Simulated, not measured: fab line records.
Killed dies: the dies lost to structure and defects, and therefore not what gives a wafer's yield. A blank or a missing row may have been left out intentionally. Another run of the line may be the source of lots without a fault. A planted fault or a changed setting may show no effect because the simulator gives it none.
The tool behind it: which one? -- flow gf180mcu -- 36 wafers from 12 lots sampled at 2 of the route's 602 steps

WHAT THE GAUGES READ, wafer by wafer
GF_V2_THK_MEAS_25: measures by xrf. Usual: V2_W_THK gives 352 nm (standard deviation 6.5).
lot,measured,on,V2_W_THK (nm),flag
L362,day 20 16:40,film_metro-04,352 360 358,
L363,day 21 02:44,film_metro-01,344 345 342,
L365,day 22 08:15,film_metro-01,347 351 350,
L367,day 22 22:59,film_metro-04,355 350 357,
L368,day 23 03:19,film_metro-04,353 349 355,
L369,day 23 19:44,film_metro-01,340 348 344,
L370,day 24 01:38,film_metro-02,349 359 355,
L372,day 24 13:25,film_metro-02,358 363 354,
L375,day 25 10:03,film_metro-02,353 361 348,
L379,day 26 14:53,film_metro-01,347 340 343,
L383,day 27 17:44,film_metro-04,357 361 364,
L384,day 28 10:45,film_metro-01,344 343 347,

GF_V3_BOW_MEAS_05. Usual: V3_BOW gives 118 um (standard deviation 7.2).
lot,measured,on,V3_BOW (um),flag
L362,day 21 19:12,film_metro-03,131 124 124,
L363,day 22 04:12,film_metro-04,116 106 113,
L365,day 23 09:19,film_metro-04,116 105 104,
L367,day 23 23:33,film_metro-03,113 107 118,
L368,day 24 03:56,film_metro-02,108 124 115,
L369,day 24 19:34,film_metro-02,117 119 117,
L370,day 25 01:27,film_metro-03,120 113 105,
L372,day 25 12:13,film_metro-04,121 127 129,
L375,day 26 08:31,film_metro-03,117 112 128,
L379,day 27 12:48,film_metro-04,126 109 124,
L383,day 28 15:29,film_metro-03,121 117 111,
L384,day 29 08:25,film_metro-02,119 120 116,

EACH LOT AND THE TOOL THAT RAN IT (in order: tool; ch and the chambers of the sampled wafers; start)
The record holds no process step before these readings.

AS READ BY THE TOOLS THEMSELVES (means over the sampled wafers that have a number; for cases with no such wafer, the mark the record gives instead)
The record holds no such reading with a usual standard deviation.

THE ANSWER, worked out from the rows above alone
Rule: a lot is off if the mean of its wafers that have a number lies more than 3 standard deviations from the usual mean. Also off: a lot with no number at a reading for which 4 or more lots have one. Any other lot the step has rows for is counted as sound. Order of review: gauges by route order, followed by the tools' own readings, for which a lot's mean as printed above is used. At the first step where some lot is off, the reading lying furthest off is the one used; lots without a number count as furthest.
None of the lots is off at any reading shown; this tells nothing.

WHAT THE SIMULATOR PUT IN
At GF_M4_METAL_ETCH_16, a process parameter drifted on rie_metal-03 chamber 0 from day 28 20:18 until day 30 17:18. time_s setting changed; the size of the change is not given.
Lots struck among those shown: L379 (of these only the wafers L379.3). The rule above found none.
